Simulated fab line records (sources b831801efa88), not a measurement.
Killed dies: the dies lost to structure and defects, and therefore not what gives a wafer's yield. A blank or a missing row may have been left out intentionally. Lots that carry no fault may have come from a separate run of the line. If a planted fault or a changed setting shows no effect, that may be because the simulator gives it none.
Chamber matching ; flow sky130 ; SKY_SONOS_ONO_ETCH_15 on rie-diel-01 has 4 sister chambers
The step etches the open film in CHF3/O2, target depth 19.52 nm, time 7.8 s. 8 wafers are shown with their chamber, then 7 later ones without.

== WAFERS PAIRED WITH THEIR CHAMBERS ==
wafer;chamber;drypump-motor-current-A (A);oes-product-au (a.u.)
L875.5;0;5.3;1.017
L878.3;0;5.3;1.015
L891.5;2;6.4;1.000
L892.2;1;5.3;1.010
L892.4;3;5.1;1.014
L892.6;2;6.3;1.011
L895.2;1;5.3;1.017
L895.3;3;5.1;1.013

== WAFERS MISSING THEIR CHAMBER ==
wafer;drypump-motor-current-A (A);oes-product-au (a.u.)
L895.5;5.3;1.018
L897.1;5.1;1.015
L897.5;5.3;0.988
L897.6;5.1;1.017
L898.2;5.1;1.016
L898.3;5.3;0.998
L898.4;6.4;0.986

== EACH ONE'S CHAMBER ==
wafer;from the rows above;in truth
L895.5;can't be placed: 0 or 1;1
L897.1;3;3
L897.5;can't be placed: 1 or 0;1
L897.6;3;3
L898.2;3;3
L898.3;can't be placed: 1 or 0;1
L898.4;2;2
Correct placement for 4 of the 7. Cannot be placed on the basis of these rows: 3; the candidates contain the true chamber in 3. 0 placed wrongly.
How it was worked out, from the rows above alone: a wafer's distance from a chamber is the root of the sum, over the readings, of the square of ((its reading less the chamber's mean) divided by the reading's scatter). The wafer belongs to the nearest chamber; if the next one is less than 2 further off, it can't be placed. The mean given for a chamber averages the wafers shown for that chamber. The scatter is the square root of a quotient: the sum, over the shown wafers, of each reading's squared deviation from its chamber's mean, divided by wafers minus chambers.
